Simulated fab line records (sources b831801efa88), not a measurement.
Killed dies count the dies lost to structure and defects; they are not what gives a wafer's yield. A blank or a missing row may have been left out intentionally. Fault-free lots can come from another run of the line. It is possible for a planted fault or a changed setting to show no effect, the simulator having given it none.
Matching of chambers + flow sky130 + 4 sister chambers for SKY_VIA1_CMP_02 on cmp-02
The step polishes SiO2. 45 wafers are shown with their chamber, then 12 later ones without.

## WAFERS PAIRED WITH THEIR CHAMBERS
| wafer  | chamber | motorCurrentA (A) |
|--------|---------|-------------------|
| L074.3 | 3       | 12.6              |
| L074.5 | 0       | 12.0              |
| L074.6 | 1       | 13.4              |
| L075.1 | 0       | 12.3              |
| L075.3 | 1       | 13.7              |
| L075.6 | 0       | 12.0              |
| L083.2 | 2       | 12.9              |
| L083.3 | 3       | 13.6              |
| L083.6 | 2       | 12.9              |
| L083.1 | 1       | 14.5              |
| L083.4 | 0       | 11.9              |
| L083.5 | 3       | 12.9              |
| L085.3 | 2       | 13.4              |
| L085.4 | 1       | 13.9              |
| L085.5 | 2       | 13.0              |
| L086.1 | 3       | 12.7              |
| L086.3 | 2       | 13.6              |
| L086.4 | 0       | 12.1              |
| L086.2 | 1       | 13.1              |
| L086.5 | 0       | 12.5              |
| L086.6 | 3       | 13.1              |
| L088.3 | 0       | 12.7              |
| L088.5 | 0       | 11.8              |
| L088.6 | 1       | 13.9              |
| L090.1 | 1       | 14.5              |
| L090.2 | 0       | 12.5              |
| L090.5 | 2       | 13.3              |
| L091.2 | 0       | 11.9              |
| L091.3 | 1       | 14.0              |
| L091.4 | 2       | 13.2              |
| L091.1 | 3       | 13.3              |
| L091.5 | 2       | 13.4              |
| L091.6 | 3       | 13.6              |
| L092.2 | 1       | 13.9              |
| L092.4 | 3       | 13.3              |
| L092.5 | 1       | 13.6              |
| L093.1 | 0       | 11.6              |
| L093.2 | 2       | 13.0              |
| L093.6 | 0       | 12.1              |
| L094.2 | 1       | 13.5              |
| L094.3 | 3       | 13.5              |
| L094.4 | 0       | 12.1              |
| L094.1 | 2       | 12.6              |
| L094.5 | 1       | 14.1              |
| L094.6 | 2       | 13.2              |

SIGNATURES (averages over the wafers above)
| reading       | chamber 0 | chamber 1 | chamber 2 | chamber 3 | scatter within a chamber |
|---------------|-----------|-----------|-----------|-----------|--------------------------|
| motorCurrentA | 12.115    | 13.842    | 13.136    | 13.178    | 0.35                     |
Rule: distance of a wafer from a chamber = root of the sum over the readings of ((wafer's reading minus chamber's mean) / reading's scatter) squared. The wafer belongs to the nearest chamber; if the next one is less than 2 further off, it can't be placed. The scatter: the root of (the sum of the squares of (reading less its chamber's mean) over the shown wafers, divided by (wafers less chambers)).

## WAFERS WITHOUT THEIR CHAMBER
| wafer  | motorCurrentA (A) |
|--------|-------------------|
| L095.1 | 13.0              |
| L095.2 | 11.6              |
| L095.3 | 13.4              |
| L095.4 | 13.9              |
| L095.5 | 12.5              |
| L095.6 | 14.2              |
| L096.1 | 12.7              |
| L096.2 | 12.8              |
| L096.4 | 13.7              |
| L097.4 | 12.7              |
| L097.5 | 12.9              |
| L097.6 | 14.3              |

## CHAMBER TAKEN BY EACH
| wafer  | from the rows above          | in truth |
|--------|------------------------------|----------|
| L095.1 | can't be placed: 2 or 3      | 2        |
| L095.2 | 0                            | 0        |
| L095.3 | can't be placed: 3 or 2 or 1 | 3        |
| L095.4 | can't be placed: 1 or 3      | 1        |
| L095.5 | can't be placed: 0 or 2 or 3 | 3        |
| L095.6 | can't be placed: 1 or 3      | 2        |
| L096.1 | can't be placed: 2 or 3 or 0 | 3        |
| L096.2 | can't be placed: 2 or 3 or 0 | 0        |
| L096.4 | can't be placed: 1 or 3 or 2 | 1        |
| L097.4 | can't be placed: 2 or 3 or 0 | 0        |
| L097.5 | can't be placed: 2 or 3 or 0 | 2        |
| L097.6 | can't be placed: 1 or 3      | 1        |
Placed correctly: 1 of 12. Unplaceable from these rows: 11, with the true chamber sitting among the candidates in 10. Placed wrongly: 0.
